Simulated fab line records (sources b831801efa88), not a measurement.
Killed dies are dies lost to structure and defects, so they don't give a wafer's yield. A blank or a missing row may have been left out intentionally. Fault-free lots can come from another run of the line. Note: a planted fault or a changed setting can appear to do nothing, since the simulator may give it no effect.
Chamber matching | flow gf180mcu | rieDiel-01 running GF_V5_ETCH_16: 4 sister chambers
The step etches BARC in N2/H2. 30 wafers are shown with their chamber, then 12 later ones without.

WAFERS WITH THEIR CHAMBER
wafer  | chamber | drypumpMotorCurrentA (A) | throttleValvePct (%) | oesProductAu (a.u.)
L077.1 | 0       | 5.0                      | 13.221               | 0.851
L077.2 | 2       | 6.0                      | 13.221               | 0.850
L077.3 | 3       | 5.4                      | 13.229               | 0.857
L077.4 | 1       | 5.7                      | 13.242               | 0.856
L077.5 | 2       | 6.0                      | 13.216               | 0.857
L077.6 | 3       | 5.4                      | 13.234               | 0.858
L079.2 | 3       | 5.4                      | 13.238               | 0.849
L079.4 | 1       | 5.7                      | 13.216               | 0.854
L079.6 | 0       | 5.1                      | 13.223               | 0.860
L080.1 | 2       | 6.0                      | 13.239               | 0.856
L080.2 | 0       | 5.0                      | 13.226               | 0.857
L080.3 | 1       | 5.7                      | 13.232               | 0.851
L080.4 | 3       | 5.4                      | 13.239               | 0.854
L080.5 | 0       | 5.0                      | 13.242               | 0.852
L080.6 | 1       | 5.7                      | 13.236               | 0.850
L084.1 | 1       | 5.7                      | 13.220               | 0.853
L084.3 | 2       | 6.0                      | 13.225               | 0.860
L084.5 | 0       | 5.0                      | 13.223               | 0.858
L085.1 | 2       | 6.0                      | 13.226               | 0.849
L085.2 | 0       | 5.1                      | 13.211               | 0.860
L085.3 | 1       | 5.7                      | 13.234               | 0.859
L085.4 | 3       | 5.4                      | 13.203               | 0.850
L085.5 | 2       | 6.0                      | 13.239               | 0.852
L085.6 | 1       | 5.7                      | 13.239               | 0.858
L087.1 | 3       | 5.4                      | 13.225               | 0.851
L087.2 | 1       | 5.7                      | 13.216               | 0.850
L087.3 | 2       | 6.0                      | 13.243               | 0.851
L087.4 | 0       | 5.0                      | 13.225               | 0.851
L087.5 | 3       | 5.4                      | 13.223               | 0.858
L087.6 | 0       | 5.0                      | 13.204               | 0.862

SIGNATURES, as means of the wafers listed above
reading              | chamber 0 | chamber 1 | chamber 2 | chamber 3 | scatter within a chamber
drypumpMotorCurrentA | 5.025     | 5.700     | 6.000     | 5.400     | 0.024
throttleValvePct     | 13.22188  | 13.22938  | 13.22986  | 13.22729  | 0.0111
oesProductAu         | 0.85637   | 0.85387   | 0.85357   | 0.85386   | 0.00401
Rule: a wafer's distance from a chamber is the root of the sum, over the readings, of the square of ((its reading less the chamber's mean) divided by the reading's scatter). If the next closest chamber is less than 2 further off than the closest, the wafer can't be placed; otherwise it belongs to the closest. The scatter is the square root of a quotient: the sum, over the shown wafers, of each reading's squared deviation from its chamber's mean, divided by wafers minus chambers.

WAFERS WITHOUT THEIR CHAMBER
wafer  | drypumpMotorCurrentA (A) | throttleValvePct (%) | oesProductAu (a.u.)
L088.1 | 6.0                      | 13.239               | 0.854
L088.4 | 5.7                      | 13.224               | 0.857
L088.6 | 6.1                      | 13.212               | 0.855
L091.3 | 5.1                      | 13.227               | 0.855
L091.5 | 5.4                      | 13.224               | 0.854
L091.6 | 5.0                      | 13.225               | 0.858
L093.2 | 6.0                      | 13.229               | 0.852
L093.3 | 5.0                      | 13.204               | 0.845
L093.4 | 5.7                      | 13.216               | 0.851
L097.2 | 5.0                      | 13.216               | 0.858
L097.5 | 5.4                      | 13.239               | 0.854
L097.6 | 6.0                      | 13.221               | 0.848

WHICH CHAMBER EACH ONE RAN IN
wafer  | from the rows above | in truth
L088.1 | 2                   | 2
L088.4 | 1                   | 1
L088.6 | 2                   | 2
L091.3 | 0                   | 0
L091.5 | 3                   | 3
L091.6 | 0                   | 0
L093.2 | 2                   | 2
L093.3 | 0                   | 0
L093.4 | 1                   | 1
L097.2 | 0                   | 0
L097.5 | 3                   | 3
L097.6 | 2                   | 2
Placed correctly: 12 of 12. Can't be placed from these rows: 0. Number placed wrongly: 0.
